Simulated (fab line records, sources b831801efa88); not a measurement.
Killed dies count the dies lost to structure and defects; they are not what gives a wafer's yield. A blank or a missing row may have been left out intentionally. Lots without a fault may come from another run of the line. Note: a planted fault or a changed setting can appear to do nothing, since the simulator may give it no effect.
fab line records :: flow sky130
[record]
  lots = 7
  wafers = 21
  last-day = 50
route steps=708 shown VT_ADJUST_NCORE@125 VT_ADJUST_HVTR@131
lots that met no fault: taken from a fault-free run of the same line
start-h: hours from the record's first day to the start of the lot's first wafer shown :: wait-h: hours from the lot's prior step to this one :: " the same as in the row above :: L1.1+2: several wafers, shown together as one row :: - no value, or no start given :: * or withheld: withheld :: < > ~ a bound
route shown NAME@n: NAME is a module with steps in the file, n the number in the route of the first one :: usual: average and standard deviation across the fault-free wafers :: same: alike in all rows :: chamber/n: place in a boat :: sites: the reading at each site :: _std_site: their standard deviation :: _edge_site: mean of outer sites minus mean of inner sites :: radius-mm: how far each site lies from the wafer's centre :: mask NAME#n: copy n :: behind: the tool/chamber that last shaped the wafer :: hold: what put the lot on hold/how long, in hours/how the hold closed :: device: the transistor (n, p or np) that didn't switch :: end of line: tests run on the same wafers once the route is complete :: a step given without rows: its recipe and nothing more :: killed: dies that structure and defects cost at the first sort, which is not the same as the wafer's yield :: map: per-die view of a wafer (x killed, . not killed, _ where there is no die)
set.NAME: the setting as run; set.NAME@STEP: as run at that earlier step :: model.NAME: the simulator's own value behind a step, which no gauge read
a table for each step, a row for each wafer; lots at some steps of the route
services: from which hour (start-h, from the record's first day; less than 0 if before it) a tool's chamber was out of use, for how many hours, and why
[[steps]]
[step SKY_VT_ADJUST_NCORE_DEVELOP_06]
[recipe]
  resist = NOVOLAK
  developer = TMAH
  develop-time-s = 60
  dev-temp-c = 23
[step SKY_VT_ADJUST_NCORE_CD_MEAS_07]
[recipe]
  target-cd-nm = 380
[usual]
  cd-nm = 380.3/2.1
lot.wafer: L213.2
tool: cd-sem-02
chamber: -
start-h: 181.79
wait-h: 0.1
cd-nm: 380.7

lot.wafer: L213.3
tool: cd-sem-02
chamber: -
start-h: 181.79
wait-h: 0.1
cd-nm: 380.5

lot.wafer: L213.4
tool: cd-sem-02
chamber: -
start-h: 181.79
wait-h: 0.1
cd-nm: 381.4

lot.wafer: L220.1
tool: cd-sem-01
chamber: -
start-h: 236.57
wait-h: 0.1
cd-nm: 379.5

lot.wafer: L220.2
tool: cd-sem-01
chamber: -
start-h: 236.57
wait-h: 0.1
cd-nm: 381.8

lot.wafer: L220.3
tool: cd-sem-01
chamber: -
start-h: 236.57
wait-h: 0.1
cd-nm: 380.7

lot.wafer: L222.1
tool: cd-sem-01
chamber: -
start-h: 244.67
wait-h: 0.1
cd-nm: 379.4

lot.wafer: L222.3
tool: cd-sem-01
chamber: -
start-h: 244.67
wait-h: 0.1
cd-nm: 379.2

lot.wafer: L222.6
tool: cd-sem-01
chamber: -
start-h: 244.67
wait-h: 0.1
cd-nm: 380.9

lot.wafer: L223.2
tool: cd-sem-01
chamber: -
start-h: 246.89
wait-h: 0.1
cd-nm: 381.5

lot.wafer: L223.3
tool: cd-sem-01
chamber: -
start-h: 246.89
wait-h: 0.1
cd-nm: 382.0

lot.wafer: L223.4
tool: cd-sem-01
chamber: -
start-h: 246.89
wait-h: 0.1
cd-nm: 382.4

lot.wafer: L224.1
tool: cd-sem-01
chamber: -
start-h: 256.67
wait-h: 0.1
cd-nm: 380.0

lot.wafer: L224.4
tool: cd-sem-01
chamber: -
start-h: 256.67
wait-h: 0.1
cd-nm: 377.6

lot.wafer: L224.5
tool: cd-sem-01
chamber: -
start-h: 256.67
wait-h: 0.1
cd-nm: 382.1

lot.wafer: L230.3
tool: cd-sem-02
chamber: -
start-h: 304.11
wait-h: 0.1
cd-nm: 379.7

lot.wafer: L230.4
tool: cd-sem-02
chamber: -
start-h: 304.11
wait-h: 0.1
cd-nm: 379.6

lot.wafer: L230.5
tool: cd-sem-02
chamber: -
start-h: 304.11
wait-h: 0.1
cd-nm: 380.0

lot.wafer: L236.3
tool: cd-sem-01
chamber: -
start-h: 346.86
wait-h: 0.1
cd-nm: 383.4

lot.wafer: L236.5
tool: cd-sem-01
chamber: -
start-h: 346.86
wait-h: 0.1
cd-nm: 382.7

lot.wafer: L236.6
tool: cd-sem-01
chamber: -
start-h: 346.86
wait-h: 0.1
cd-nm: 382.3
[step SKY_VT_ADJUST_NCORE_OVL_MEAS_08]
[usual]
  VT_ADJUST_NCORE_OVL = -1.3/1.3
lot.wafer: L213.2
tool: overlay-01
chamber: -
start-h: 181.89
wait-h: 0.1
VT_ADJUST_NCORE_OVL[nm]: -1.3

lot.wafer: L213.3
tool: overlay-01
chamber: -
start-h: 181.89
wait-h: 0.1
VT_ADJUST_NCORE_OVL[nm]: -2.8

lot.wafer: L213.4
tool: overlay-01
chamber: -
start-h: 181.89
wait-h: 0.1
VT_ADJUST_NCORE_OVL[nm]: -1.9

lot.wafer: L220.1
tool: overlay-02
chamber: -
start-h: 236.69
wait-h: 0.1
VT_ADJUST_NCORE_OVL[nm]: -2.0

lot.wafer: L220.2
tool: overlay-02
chamber: -
start-h: 236.69
wait-h: 0.1
VT_ADJUST_NCORE_OVL[nm]: -1.1

lot.wafer: L220.3
tool: overlay-02
chamber: -
start-h: 236.69
wait-h: 0.1
VT_ADJUST_NCORE_OVL[nm]: -2.6

lot.wafer: L222.1
tool: overlay-01
chamber: -
start-h: 244.79
wait-h: 0.1
VT_ADJUST_NCORE_OVL[nm]: 0.2

lot.wafer: L222.3
tool: overlay-01
chamber: -
start-h: 244.79
wait-h: 0.1
VT_ADJUST_NCORE_OVL[nm]: -0.9

lot.wafer: L222.6
tool: overlay-01
chamber: -
start-h: 244.79
wait-h: 0.1
VT_ADJUST_NCORE_OVL[nm]: -1.2

lot.wafer: L223.2
tool: overlay-01
chamber: -
start-h: 247.00
wait-h: 0.1
VT_ADJUST_NCORE_OVL[nm]: -1.8

lot.wafer: L223.3
tool: overlay-01
chamber: -
start-h: 247.00
wait-h: 0.1
VT_ADJUST_NCORE_OVL[nm]: -1.4

lot.wafer: L223.4
tool: overlay-01
chamber: -
start-h: 247.00
wait-h: 0.1
VT_ADJUST_NCORE_OVL[nm]: -1.7

lot.wafer: L224.1
tool: overlay-01
chamber: -
start-h: 256.79
wait-h: 0.1
VT_ADJUST_NCORE_OVL[nm]: -3.7

lot.wafer: L224.4
tool: overlay-01
chamber: -
start-h: 256.79
wait-h: 0.1
VT_ADJUST_NCORE_OVL[nm]: -3.2

lot.wafer: L224.5
tool: overlay-01
chamber: -
start-h: 256.79
wait-h: 0.1
VT_ADJUST_NCORE_OVL[nm]: -3.6

lot.wafer: L230.3
tool: overlay-02
chamber: -
start-h: 304.20
wait-h: 0.1
VT_ADJUST_NCORE_OVL[nm]: -2.7

lot.wafer: L230.4
tool: overlay-02
chamber: -
start-h: 304.20
wait-h: 0.1
VT_ADJUST_NCORE_OVL[nm]: -2.2

lot.wafer: L230.5
tool: overlay-02
chamber: -
start-h: 304.20
wait-h: 0.1
VT_ADJUST_NCORE_OVL[nm]: -2.2

lot.wafer: L236.3
tool: overlay-01
chamber: -
start-h: 346.95
wait-h: 0.1
VT_ADJUST_NCORE_OVL[nm]: 0.1

lot.wafer: L236.5
tool: overlay-01
chamber: -
start-h: 346.95
wait-h: 0.1
VT_ADJUST_NCORE_OVL[nm]: -1.2

lot.wafer: L236.6
tool: overlay-01
chamber: -
start-h: 346.95
wait-h: 0.1
VT_ADJUST_NCORE_OVL[nm]: -0.7
[step SKY_VT_ADJUST_NCORE_IMPLANT_09]
[recipe]
  species = B
  energy-kev = 10
  dose-cm2 = 2.4e+12
  tilt-deg = withheld
[step SKY_VT_ADJUST_NCORE_STRIP_10]
[recipe]
  chemistry = O2/N2
  power-w = 1400
  pressure-mtorr = 1500
  platen-temp-c = withheld
  o2-flow-sccm = 3000
  n2-flow-sccm = 300
  overash-fraction = 0.5
[usual]
  drypump-motor-current-A = 5.9/0.77
  oes-product-au = 0.716/0.0043
  strip-time-to-endpoint-s = 14.17/0.034
lot.wafer: L213.2
tool: plasma-asher-04
chamber: 1
start-h: 182.07
wait-h: 0.1
drypump-motor-current-A: 6.7
oes-product-au: 0.717
rf-hours-counter-h: 36
strip-time-to-endpoint-s: 14.19

lot.wafer: L213.3
tool: plasma-asher-04
chamber: 0
start-h: 182.07
wait-h: 0.1
drypump-motor-current-A: 6.6
oes-product-au: 0.712
rf-hours-counter-h: -
strip-time-to-endpoint-s: 14.16

lot.wafer: L213.4
tool: plasma-asher-04
chamber: 1
start-h: 182.07
wait-h: 0.1
drypump-motor-current-A: 6.7
oes-product-au: 0.717
rf-hours-counter-h: -
strip-time-to-endpoint-s: 14.21

lot.wafer: L220.1
tool: plasma-asher-01
chamber: 0
start-h: 236.88
wait-h: 0.1
drypump-motor-current-A: 4.7
oes-product-au: 0.707
rf-hours-counter-h: 12
strip-time-to-endpoint-s: 14.20

lot.wafer: L220.2
tool: plasma-asher-01
chamber: 1
start-h: 236.88
wait-h: 0.1
drypump-motor-current-A: 6.3
oes-product-au: 0.715
rf-hours-counter-h: 12
strip-time-to-endpoint-s: 14.19

lot.wafer: L220.3
tool: plasma-asher-01
chamber: 1
start-h: 236.88
wait-h: 0.1
drypump-motor-current-A: 6.2
oes-product-au: 0.726
rf-hours-counter-h: -
strip-time-to-endpoint-s: 14.19

lot.wafer: L222.1
tool: plasma-asher-04
chamber: 0
start-h: 244.98
wait-h: 0.1
drypump-motor-current-A: 6.6
oes-product-au: 0.715
rf-hours-counter-h: 41
strip-time-to-endpoint-s: 14.17

lot.wafer: L222.3
tool: plasma-asher-04
chamber: 0
start-h: 244.98
wait-h: 0.1
drypump-motor-current-A: 6.6
oes-product-au: 0.720
rf-hours-counter-h: -
strip-time-to-endpoint-s: 14.19

lot.wafer: L222.6
tool: plasma-asher-04
chamber: 0
start-h: 244.98
wait-h: 0.1
drypump-motor-current-A: 6.6
oes-product-au: 0.712
rf-hours-counter-h: -
strip-time-to-endpoint-s: 14.22

lot.wafer: L223.2
tool: plasma-asher-01
chamber: 0
start-h: 247.18
wait-h: 0.1
drypump-motor-current-A: 4.7
oes-product-au: 0.718
rf-hours-counter-h: 13
strip-time-to-endpoint-s: 14.04

lot.wafer: L223.3
tool: plasma-asher-01
chamber: 1
start-h: 247.18
wait-h: 0.1
drypump-motor-current-A: 6.3
oes-product-au: 0.717
rf-hours-counter-h: -
strip-time-to-endpoint-s: 14.15

lot.wafer: L223.4
tool: plasma-asher-01
chamber: 0
start-h: 247.18
wait-h: 0.1
drypump-motor-current-A: 4.7
oes-product-au: 0.718
rf-hours-counter-h: -
strip-time-to-endpoint-s: 14.09

lot.wafer: L224.1
tool: plasma-asher-04
chamber: 0
start-h: 256.98
wait-h: 0.1
drypump-motor-current-A: 6.6
oes-product-au: 0.721
rf-hours-counter-h: 42
strip-time-to-endpoint-s: 14.17

lot.wafer: L224.4
tool: plasma-asher-04
chamber: 1
start-h: 256.98
wait-h: 0.1
drypump-motor-current-A: 6.7
oes-product-au: 0.720
rf-hours-counter-h: -
strip-time-to-endpoint-s: 14.20

lot.wafer: L224.5
tool: plasma-asher-04
chamber: 1
start-h: 256.98
wait-h: 0.1
drypump-motor-current-A: 6.7
oes-product-au: 0.715
rf-hours-counter-h: -
strip-time-to-endpoint-s: 14.14

lot.wafer: L230.3
tool: plasma-asher-03
chamber: 1
start-h: 304.41
wait-h: 0.1
drypump-motor-current-A: 6.0
oes-product-au: 0.717
rf-hours-counter-h: -
strip-time-to-endpoint-s: 14.18

lot.wafer: L230.4
tool: plasma-asher-03
chamber: 0
start-h: 304.41
wait-h: 0.1
drypump-motor-current-A: 4.9
oes-product-au: 0.722
rf-hours-counter-h: -
strip-time-to-endpoint-s: 14.17

lot.wafer: L230.5
tool: plasma-asher-03
chamber: 0
start-h: 304.41
wait-h: 0.1
drypump-motor-current-A: 4.9
oes-product-au: 0.711
rf-hours-counter-h: -
strip-time-to-endpoint-s: 14.17

lot.wafer: L236.3
tool: plasma-asher-04
chamber: 0
start-h: 347.16
wait-h: 0.1
drypump-motor-current-A: 6.6
oes-product-au: 0.721
rf-hours-counter-h: -
strip-time-to-endpoint-s: 14.20

lot.wafer: L236.5
tool: plasma-asher-04
chamber: 0
start-h: 347.16
wait-h: 0.1
drypump-motor-current-A: 6.6
oes-product-au: 0.711
rf-hours-counter-h: -
strip-time-to-endpoint-s: 14.18

lot.wafer: L236.6
tool: plasma-asher-04
chamber: 1
start-h: 347.16
wait-h: 0.1
drypump-motor-current-A: 6.7
oes-product-au: 0.713
rf-hours-counter-h: -
strip-time-to-endpoint-s: 14.20
[step SKY_VT_ADJUST_NCORE_TW_MEAS_11]
[usual]
  VT_ADJUST_NCORE_TW = 219/3.2
lot.wafer: L213.2
tool: film-metro-03
chamber: -
start-h: 182.18
wait-h: 0.1
VT_ADJUST_NCORE_TW: 215

lot.wafer: L213.3
tool: film-metro-03
chamber: -
start-h: 182.18
wait-h: 0.1
VT_ADJUST_NCORE_TW: 216

lot.wafer: L213.4
tool: film-metro-03
chamber: -
start-h: 182.18
wait-h: 0.1
VT_ADJUST_NCORE_TW: 214

lot.wafer: L220.1
tool: film-metro-04
chamber: -
start-h: 236.98
wait-h: 0.1
VT_ADJUST_NCORE_TW: 221

lot.wafer: L220.2
tool: film-metro-04
chamber: -
start-h: 236.98
wait-h: 0.1
VT_ADJUST_NCORE_TW: 221

lot.wafer: L220.3
tool: film-metro-04
chamber: -
start-h: 236.98
wait-h: 0.1
VT_ADJUST_NCORE_TW: 220

lot.wafer: L222.1
tool: film-metro-04
chamber: -
start-h: 245.08
wait-h: 0.1
VT_ADJUST_NCORE_TW: 221

lot.wafer: L222.3
tool: film-metro-04
chamber: -
start-h: 245.08
wait-h: 0.1
VT_ADJUST_NCORE_TW: 221

lot.wafer: L222.6
tool: film-metro-04
chamber: -
start-h: 245.08
wait-h: 0.1
VT_ADJUST_NCORE_TW: 221

lot.wafer: L223.2
tool: film-metro-03
chamber: -
start-h: 247.29
wait-h: 0.1
VT_ADJUST_NCORE_TW: 214

lot.wafer: L223.3
tool: film-metro-03
chamber: -
start-h: 247.29
wait-h: 0.1
VT_ADJUST_NCORE_TW: 213

lot.wafer: L223.4
tool: film-metro-03
chamber: -
start-h: 247.29
wait-h: 0.1
VT_ADJUST_NCORE_TW: 215

lot.wafer: L224.1
tool: film-metro-03
chamber: -
start-h: 257.08
wait-h: 0.1
VT_ADJUST_NCORE_TW: 213

lot.wafer: L224.4
tool: film-metro-03
chamber: -
start-h: 257.08
wait-h: 0.1
VT_ADJUST_NCORE_TW: 214

lot.wafer: L224.5
tool: film-metro-03
chamber: -
start-h: 257.08
wait-h: 0.1
VT_ADJUST_NCORE_TW: 214

lot.wafer: L230.3
tool: film-metro-04
chamber: -
start-h: 304.49
wait-h: 0.1
VT_ADJUST_NCORE_TW: 222

lot.wafer: L230.4
tool: film-metro-04
chamber: -
start-h: 304.49
wait-h: 0.1
VT_ADJUST_NCORE_TW: 221

lot.wafer: L230.5
tool: film-metro-04
chamber: -
start-h: 304.49
wait-h: 0.1
VT_ADJUST_NCORE_TW: 222

lot.wafer: L236.3
tool: film-metro-02
chamber: -
start-h: 347.24
wait-h: 0.1
VT_ADJUST_NCORE_TW: 221

lot.wafer: L236.5
tool: film-metro-02
chamber: -
start-h: 347.24
wait-h: 0.1
VT_ADJUST_NCORE_TW: 221

lot.wafer: L236.6
tool: film-metro-02
chamber: -
start-h: 347.24
wait-h: 0.1
VT_ADJUST_NCORE_TW: 221
[step SKY_VT_ADJUST_HVTR_DEHYDRATE_00]
[recipe]
  temp-c = 200
  time-s = 60
[step SKY_VT_ADJUST_HVTR_HMDS_01]
[recipe]
  prime-time-s = 60
  prime-temp-c = 120
[step SKY_VT_ADJUST_HVTR_COAT_02]
[recipe]
  resist = NOVOLAK
  spin-rpm = 3000
  resist-thk-nm = 1140
[step SKY_VT_ADJUST_HVTR_SOFTBAKE_03]
[recipe]
  temp-c = 90
  time-s = 60
  resist = NOVOLAK
[step SKY_VT_ADJUST_HVTR_EXPOSE_04]
[recipe]
  mask-id = HVTRM
  target-cd-nm = 380
  na = 0.6
  source-shape = conventional
  sigma-outer = 0.6
  dose-mj = 150
[step SKY_VT_ADJUST_HVTR_PEB_05]
[recipe]
  temp-c = withheld
  time-s = *
  resist = NOVOLAK
[step SKY_VT_ADJUST_HVTR_DEVELOP_06]
[recipe]
  develop-time-s = 60
  dev-temp-c = 23
lot.wafer: L213.2+3+4
tool: litho-track-03
chamber: 0
start-h: 202.69
wait-h: 0.1

lot.wafer: L220.1+2+3
tool: litho-track-04
chamber: 0
start-h: 260.56
wait-h: 0.1

lot.wafer: L222.1+3+6
tool: litho-track-02
chamber: 0
start-h: 269.22
wait-h: 0.1

lot.wafer: L223.2+3+4
tool: litho-track-02
chamber: 0
start-h: 271.30
wait-h: 0.1

lot.wafer: L224.1+4+5
tool: litho-track-02
chamber: 0
start-h: 281.02
wait-h: 0.1

lot.wafer: L230.3+4+5
tool: litho-track-03
chamber: 0
start-h: 330.11
wait-h: 0.1

lot.wafer: L236.3+5+6
tool: litho-track-02
chamber: 0
start-h: 374.37
wait-h: 0.1
[step SKY_VT_ADJUST_HVTR_CD_MEAS_07]
[recipe]
  target-cd-nm = 380
[usual]
  cd-nm = 380.5/2.5
lot.wafer: L213.2
tool: cd-sem-02
chamber: -
start-h: 202.83
wait-h: 0.1
cd-nm: 380.4

lot.wafer: L213.3
tool: cd-sem-02
chamber: -
start-h: 202.83
wait-h: 0.1
cd-nm: 379.8

lot.wafer: L213.4
tool: cd-sem-02
chamber: -
start-h: 202.83
wait-h: 0.1
cd-nm: 382.8

lot.wafer: L220.1
tool: cd-sem-02
chamber: -
start-h: 260.71
wait-h: 0.1
cd-nm: 377.3

lot.wafer: L220.2
tool: cd-sem-02
chamber: -
start-h: 260.71
wait-h: 0.1
cd-nm: 378.7

lot.wafer: L220.3
tool: cd-sem-02
chamber: -
start-h: 260.71
wait-h: 0.1
cd-nm: 379.7

lot.wafer: L222.1
tool: cd-sem-01
chamber: -
start-h: 269.37
wait-h: 0.1
cd-nm: 383.8

lot.wafer: L222.3
tool: cd-sem-01
chamber: -
start-h: 269.37
wait-h: 0.1
cd-nm: 400.8

lot.wafer: L222.6
tool: cd-sem-01
chamber: -
start-h: 269.37
wait-h: 0.1
cd-nm: 380.3

lot.wafer: L223.2
tool: cd-sem-02
chamber: -
start-h: 271.44
wait-h: 0.1
cd-nm: 384.5

lot.wafer: L223.3
tool: cd-sem-02
chamber: -
start-h: 271.44
wait-h: 0.1
cd-nm: 400.6

lot.wafer: L223.4
tool: cd-sem-02
chamber: -
start-h: 271.44
wait-h: 0.1
cd-nm: 383.0

lot.wafer: L224.1
tool: cd-sem-01
chamber: -
start-h: 281.17
wait-h: 0.1
cd-nm: 380.7

lot.wafer: L224.4
tool: cd-sem-01
chamber: -
start-h: 281.17
wait-h: 0.1
cd-nm: 379.5

lot.wafer: L224.5
tool: cd-sem-01
chamber: -
start-h: 281.17
wait-h: 0.1
cd-nm: 401.7

lot.wafer: L230.3
tool: cd-sem-01
chamber: -
start-h: 330.25
wait-h: 0.1
cd-nm: 375.6

lot.wafer: L230.4
tool: cd-sem-01
chamber: -
start-h: 330.25
wait-h: 0.1
cd-nm: 375.4

lot.wafer: L230.5
tool: cd-sem-01
chamber: -
start-h: 330.25
wait-h: 0.1
cd-nm: 376.4

lot.wafer: L236.3
tool: cd-sem-02
chamber: -
start-h: 374.51
wait-h: 0.1
cd-nm: 382.5

lot.wafer: L236.5
tool: cd-sem-02
chamber: -
start-h: 374.51
wait-h: 0.1
cd-nm: 385.5

lot.wafer: L236.6
tool: cd-sem-02
chamber: -
start-h: 374.51
wait-h: 0.1
cd-nm: 382.4
[step SKY_VT_ADJUST_HVTR_OVL_MEAS_08]
[usual]
  VT_ADJUST_HVTR_OVL = 0.1/1.2
lot.wafer: L213.2
tool: overlay-02
chamber: -
start-h: 202.94
wait-h: 0.1
VT_ADJUST_HVTR_OVL[nm]: -2.5

lot.wafer: L213.3
tool: overlay-02
chamber: -
start-h: 202.94
wait-h: 0.1
VT_ADJUST_HVTR_OVL[nm]: 0.0

lot.wafer: L213.4
tool: overlay-02
chamber: -
start-h: 202.94
wait-h: 0.1
VT_ADJUST_HVTR_OVL[nm]: -1.6

lot.wafer: L220.1
tool: overlay-02
chamber: -
start-h: 260.83
wait-h: 0.1
VT_ADJUST_HVTR_OVL[nm]: -3.1

lot.wafer: L220.2
tool: overlay-02
chamber: -
start-h: 260.83
wait-h: 0.1
VT_ADJUST_HVTR_OVL[nm]: -1.5

lot.wafer: L220.3
tool: overlay-02
chamber: -
start-h: 260.83
wait-h: 0.1
VT_ADJUST_HVTR_OVL[nm]: -2.6

lot.wafer: L222.1
tool: overlay-01
chamber: -
start-h: 269.49
wait-h: 0.1
VT_ADJUST_HVTR_OVL[nm]: 0.1

lot.wafer: L222.3
tool: overlay-01
chamber: -
start-h: 269.49
wait-h: 0.1
VT_ADJUST_HVTR_OVL[nm]: 0.8

lot.wafer: L222.6
tool: overlay-01
chamber: -
start-h: 269.49
wait-h: 0.1
VT_ADJUST_HVTR_OVL[nm]: -0.1

lot.wafer: L223.2
tool: overlay-02
chamber: -
start-h: 271.55
wait-h: 0.1
VT_ADJUST_HVTR_OVL[nm]: 1.8

lot.wafer: L223.3
tool: overlay-02
chamber: -
start-h: 271.55
wait-h: 0.1
VT_ADJUST_HVTR_OVL[nm]: 2.0

lot.wafer: L223.4
tool: overlay-02
chamber: -
start-h: 271.55
wait-h: 0.1
VT_ADJUST_HVTR_OVL[nm]: 1.2

lot.wafer: L224.1
tool: overlay-02
chamber: -
start-h: 281.29
wait-h: 0.1
VT_ADJUST_HVTR_OVL[nm]: 1.1

lot.wafer: L224.4
tool: overlay-02
chamber: -
start-h: 281.29
wait-h: 0.1
VT_ADJUST_HVTR_OVL[nm]: 2.1

lot.wafer: L224.5
tool: overlay-02
chamber: -
start-h: 281.29
wait-h: 0.1
VT_ADJUST_HVTR_OVL[nm]: 1.4

lot.wafer: L230.3
tool: overlay-01
chamber: -
start-h: 330.34
wait-h: 0.1
VT_ADJUST_HVTR_OVL[nm]: 1.7

lot.wafer: L230.4
tool: overlay-01
chamber: -
start-h: 330.34
wait-h: 0.1
VT_ADJUST_HVTR_OVL[nm]: 0.5

lot.wafer: L230.5
tool: overlay-01
chamber: -
start-h: 330.34
wait-h: 0.1
VT_ADJUST_HVTR_OVL[nm]: -0.7

lot.wafer: L236.3
tool: overlay-01
chamber: -
start-h: 374.60
wait-h: 0.1
VT_ADJUST_HVTR_OVL[nm]: -1.5

lot.wafer: L236.5
tool: overlay-01
chamber: -
start-h: 374.60
wait-h: 0.1
VT_ADJUST_HVTR_OVL[nm]: -1.0

lot.wafer: L236.6
tool: overlay-01
chamber: -
start-h: 374.60
wait-h: 0.1
VT_ADJUST_HVTR_OVL[nm]: -2.7
[[services]]
tool: plasma-asher-01
chamber: -
start-h: 261.59
hours: 1.9
kind: repair

tool: plasma-asher-03
chamber: -
start-h: 280.30
hours: 14.6
kind: pm

tool: plasma-asher-04
chamber: -
start-h: 326.82
hours: 1.9
kind: repair
[[key]]
[first-sign]
  step = SKY_VT_ADJUST_HVTR_CD_MEAS_07
  reading = cd-nm
  direction = up
  sigmas = 8.1
  usual = 380.5
  struck = 401.1
effect none on later readings
met-at SKY_VT_ADJUST_HVTR_DEVELOP_06
struck-wafers L222.3,L223.3,L224.5
tester-left-out L222,L223,L224
[fault]
  kind = process-parameter-drift
  tool = litho-track-02
  chamber = -
  onset-h = 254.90
  steps = SKY_VT_ADJUST_HVTR_DEVELOP_06
  channel = develop-time-s
  offset = *
  shape = step
  end-h = 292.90
  scope = struck-wafers-only
  acts-in = *
  stated = *
// tester-left-out: of these lots the tester's yield and bins aren't shown, on N5 and GAA mostly nor the transistor test; their killed dies are dies lost to structure and defects alone, not to doping, threshold or leakage, so they don't give the yield
